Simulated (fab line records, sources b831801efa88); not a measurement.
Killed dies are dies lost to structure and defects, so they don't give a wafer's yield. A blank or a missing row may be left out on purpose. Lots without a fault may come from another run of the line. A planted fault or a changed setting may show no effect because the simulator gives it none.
Which tool did it? | flow sky130 | 6 lots, 17 wafers sampled, at 2 steps of a route of 708

WHAT THE GAUGES READ, wafer by wafer
SKY_CAP2M_THK_MEAS_01.
lot  | measured     | on            | CAP2M_CVD_00_THK (nm)
L179 | day 40 12:59 | film_metro-02 | 15.19 15.42 15.34
L182 | day 41 06:42 | film_metro-02 | 15.48 15.53 15.54
L184 | day 42 00:24 | film_metro-02 | 15.74 15.34 15.68
L187 | day 42 19:25 | film_metro-03 | 15.40 15.27 15.60
L189 | day 43 11:22 | film_metro-03 | 15.22 15.46 15.70
L195 | day 44 19:36 | film_metro-01 | 13.81 15.64

WHICH TOOL RAN EACH LOT (tool, then ch and the chambers of the sampled wafers, then the start)
lot  | SKY_CAP2M_CVD_00
L179 | pecvd-02 ch 0,2, day 40 12:57
L182 | pecvd-02 ch 1,2, day 41 06:41
L184 | pecvd-03 ch 0,1, day 42 00:23
L187 | pecvd-03 ch 0,2, day 42 19:23
L189 | pecvd-02 ch 0,2, day 43 11:19
L195 | pecvd-04 ch 1, day 44 19:33
- SKY_CAP2M_CVD_00: deposits SiO2, target thk 15.5 nm.

THE ANSWER, worked out from the rows above alone
Rule: what is usual is taken from the lots themselves. Put in order of their means at a reading, lots are off if they are a third of the lots or fewer, leave a main group of 4 or more, and stand apart from it by a gap of 3 or more times the standard deviation of the main group's means; of several such gaps the widest counts. A main group whose means are all the same, to the digits that the tables above print for the reading, isn't used. A lot without any number at a reading at which 4 lots or more have one is off too. The other lots that the step has rows for count as sound.
Off: L195, at SKY_CAP2M_THK_MEAS_01 (CAP2M_CVD_00_THK). The main group: mean 15.46 nm, standard deviation 0.091.
A tool fits if, at a process step before that reading, it ran every lot that is off, and no sound lot after the first of them. The gauges at SKY_CAP2M_THK_MEAS_01 are tried like those tools. Can't be told from this: 2 tools fit, pecvd-04 at SKY_CAP2M_CVD_00, film_metro-01 at SKY_CAP2M_THK_MEAS_01.

WHAT THE SIMULATOR HAD PUT IN
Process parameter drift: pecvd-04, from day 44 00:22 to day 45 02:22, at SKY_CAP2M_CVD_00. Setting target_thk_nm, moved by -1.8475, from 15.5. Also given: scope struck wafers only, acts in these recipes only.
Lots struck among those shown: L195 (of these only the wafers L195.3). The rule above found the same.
